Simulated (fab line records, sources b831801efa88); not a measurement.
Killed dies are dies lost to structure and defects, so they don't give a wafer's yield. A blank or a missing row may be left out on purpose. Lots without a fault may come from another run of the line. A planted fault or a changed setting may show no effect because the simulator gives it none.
A struck lot beside a sound one | flow sky130 | 31 steps out of a route of 708
Sound: wafers L887.1, L887.3, L887.5. Struck: wafer L894.3. (L894.1, L894.6 of the same lot were not struck and are left out.) The cause comes at the end.
At each step with rows: each side's tool, then ch and its chambers, then its first start. Under that, the readings that differ: sound wafers | struck wafers | difference of the means | sigmas: that difference in standard deviations of wafers without a fault.
alike: readings whose means differ by less than 2 such deviations, and words and numbers that are the same on both sides. not compared: withheld readings, readings that some wafer has no value for, bounds like >300 that may hide the same value, and numbers for which the record gives no deviation and whose values overlap.
The two part at a step that has a row with sigmas, a row that says differs or no value, or rows on one side only. Numbers that don't overlap but have no deviation are shown without sigmas and don't part them. A reading that every wafer of one side lacks parts them only if that side has two wafers or more.

SKY_LI_CONTACT_OVL_MEAS_13:
  sound on overlay-01, day 29 08:29; struck on overlay-01, day 31 18:09
  alike: LI_CONTACT_OVL
then, 1 step without rows for these wafers: SKY_LI_CONTACT_ETCH_14 (etches BARC in N2/H2, stops on SiO2, time 45.9 s, target depth 60 nm).
SKY_LI_CONTACT_ETCH_15: etches PSG in C4F8/O2/Ar, stops on Si, target depth 600 nm.
  sound on rie_diel-02 ch 0,1, day 29 08:34; struck on rie_diel-04 ch 3, day 31 18:14
  alike: oes_product_au
then, 3 steps without rows for these wafers: SKY_LI_CONTACT_STRIP_16 (strips in O2/N2); SKY_LI_CONTACT_CLEAN_17 (cleans in NMP, time 600 s); SKY_LI_CONTACT_PRE_CLEAN_18 (time 5.6 s).
SKY_LI_CONTACT_SPUTTER_19: material Ti, target thk 20 nm, time 106.37 s.
  sound on pvd_sputter-03, day 29 08:56; struck on pvd_sputter-02, day 31 18:37
  alike: throttle_valve_pct
SKY_LI_CONTACT_SPUTTER_20: material TiN, target thk 20 nm, time 80 s.
  sound on pvd_sputter-03, day 29 09:01; struck on pvd_sputter-02, day 31 18:42
  alike: throttle_valve_pct
SKY_LI_CONTACT_CVD_21: deposits W, target thk 400 nm, time 120.56 s.
  sound on cvd_w-02 ch 0,1, day 29 09:05; struck on cvd_w-01 ch 0, day 31 18:46
  alike: heater_power_w
SKY_LI_CONTACT_RS_MEAS_22: measures by four-point-probe.
  sound on film_metro-04, day 29 09:12; struck on film_metro-04, day 31 18:53
  reading                  | sound             | struck | difference | sigmas
  LI_CONTACT_W_RS (ohm/sq) | 0.282 0.281 0.282 | 0.289  | +0.007     | +2
SKY_LI_CONTACT_THK_MEAS_23: measures by xrf.
  sound on film_metro-04, day 29 09:19; struck on film_metro-04, day 31 19:01
  alike: LI_CONTACT_W_THK
then, 1 step without rows for these wafers: SKY_LI_CONTACT_CMP_24 (polishes, stops on PSG, t overpolish 20 s, target thk 0 nm).
SKY_LOCAL_INTERCONNECT_SPUTTER_00: material TiN, target thk 100 nm, time 83.3 s.
  sound on pvd_sputter-04, day 29 09:41; struck on pvd_sputter-01, day 31 19:22
  reading                                                | sound           | struck | difference | sigmas
  model.TiN_of_LOCAL_INTERCONNECT_SPUTTER_00.thk_nm (nm) | 101 99.47 100.2 | 137.4  | +37.2      |
  alike: throttle_valve_pct
SKY_LOCAL_INTERCONNECT_RS_MEAS_01: measures by four-point-probe.
  sound on film_metro-03, day 29 09:45; struck on film_metro-01, day 31 19:26
  reading                            | sound             | struck | difference | sigmas
  LOCAL_INTERCONNECT_TIN_RS (ohm/sq) | 14.04 14.23 14.13 | 10.17  | -3.96      | -23
SKY_LOCAL_INTERCONNECT_THK_MEAS_02: measures by xrf.
  sound on film_metro-03, day 29 09:52; struck on film_metro-01, day 31 19:33
  reading                         | sound          | struck | difference | sigmas
  LOCAL_INTERCONNECT_TIN_THK (nm) | 99.5 98.6 99.0 | 135.0  | +36.0      | +30
then, 8 steps without rows for these wafers: SKY_LOCAL_INTERCONNECT_DEHYDRATE_03 (time 60 s); SKY_LOCAL_INTERCONNECT_HMDS_04 (prime time 60 s); SKY_LOCAL_INTERCONNECT_COAT_05 (resist thk 60 nm); SKY_LOCAL_INTERCONNECT_COAT_06 (resist thk 450 nm); SKY_LOCAL_INTERCONNECT_SOFTBAKE_07 (time 90 s); SKY_LOCAL_INTERCONNECT_EXPOSE_08 (exposes mask LI1M, target cd 170 nm); SKY_LOCAL_INTERCONNECT_PEB_09; SKY_LOCAL_INTERCONNECT_DEVELOP_10 (develop time 60 s).
SKY_LOCAL_INTERCONNECT_CD_MEAS_11: target cd 170 nm.
  sound on cd_sem-01, day 30 13:43; struck on cd_sem-02, day 32 23:06
  alike: cd_nm
SKY_LOCAL_INTERCONNECT_OVL_MEAS_12:
  sound on overlay-01, day 30 13:50; struck on overlay-02, day 32 23:13
  reading                     | sound    | struck | difference | sigmas
  LOCAL_INTERCONNECT_OVL (nm) | -5 -6 -3 | 8      | +13        | +2
then, 1 step without rows for these wafers: SKY_LOCAL_INTERCONNECT_ETCH_13 (etches BARC in N2/H2, stops on SiO2, time 45.9 s, target depth 60 nm).
SKY_LOCAL_INTERCONNECT_METAL_ETCH_14: etches TiN in Cl2/BCl3, stops on PSG, target depth 110 nm, time 31.4 s.
  sound on rie_metal-02 ch 0,1, day 30 13:56; struck on rie_metal-01 ch 0, day 32 23:19
  reading                | sound                | struck | difference | sigmas
  oes_product_au (a.u.)  | 0.947 0.943 0.939    | 0.994  | +0.051     | +6
  throttle_valve_pct (%) | 21.905 21.891 21.899 | 21.860 | -0.038     | -4
  alike: drypump_motor_current_A, mfc_cl2_sccm
  not compared: rf_hours_counter_h
SKY_LOCAL_INTERCONNECT_STRIP_15: strips in O2/N2.
  sound on plasma_asher-01 ch 0,1, day 30 13:59; struck on plasma_asher-02 ch 0, day 32 23:22
  reading               | sound             | struck | difference | sigmas
  oes_product_au (a.u.) | 0.426 0.428 0.426 | 0.436  | +0.009     | +2
  alike: drypump_motor_current_A, strip_time_to_endpoint_s
  not compared: rf_hours_counter_h
SKY_LOCAL_INTERCONNECT_STRIP_16: strips in post etch residue remover, time 1200 s.
  sound on wet_bench-04 ch 1, day 30 14:05; struck on wet_bench-03 ch 3, day 32 23:28
  reading                                                | sound             | struck | difference | sigmas
  model.TiN_of_LOCAL_INTERCONNECT_SPUTTER_00.thk_nm (nm) | 100.5 99.04 99.75 | 137    | +37        |
then, 1 step without rows for these wafers: SKY_LOCAL_INTERCONNECT_CLEAN_17 (cleans in IPA, time 180 s).
-- the record jumps here: 15 days lie between the struck wafers' starts before and after (it left off in module LOCAL_INTERCONNECT and takes up again in module PAD_OPEN, whose first step shown is number 708 of the route) --
SKY_PAD_OPEN_PROBE_99:
  the record has rows for the struck wafers here (prober-01, day 47 17:44) and none for the sound ones

WHERE THEY PART
First at SKY_LI_CONTACT_RS_MEAS_22; last, within this record, at SKY_PAD_OPEN_PROBE_99.

WHY: what the simulator had put in
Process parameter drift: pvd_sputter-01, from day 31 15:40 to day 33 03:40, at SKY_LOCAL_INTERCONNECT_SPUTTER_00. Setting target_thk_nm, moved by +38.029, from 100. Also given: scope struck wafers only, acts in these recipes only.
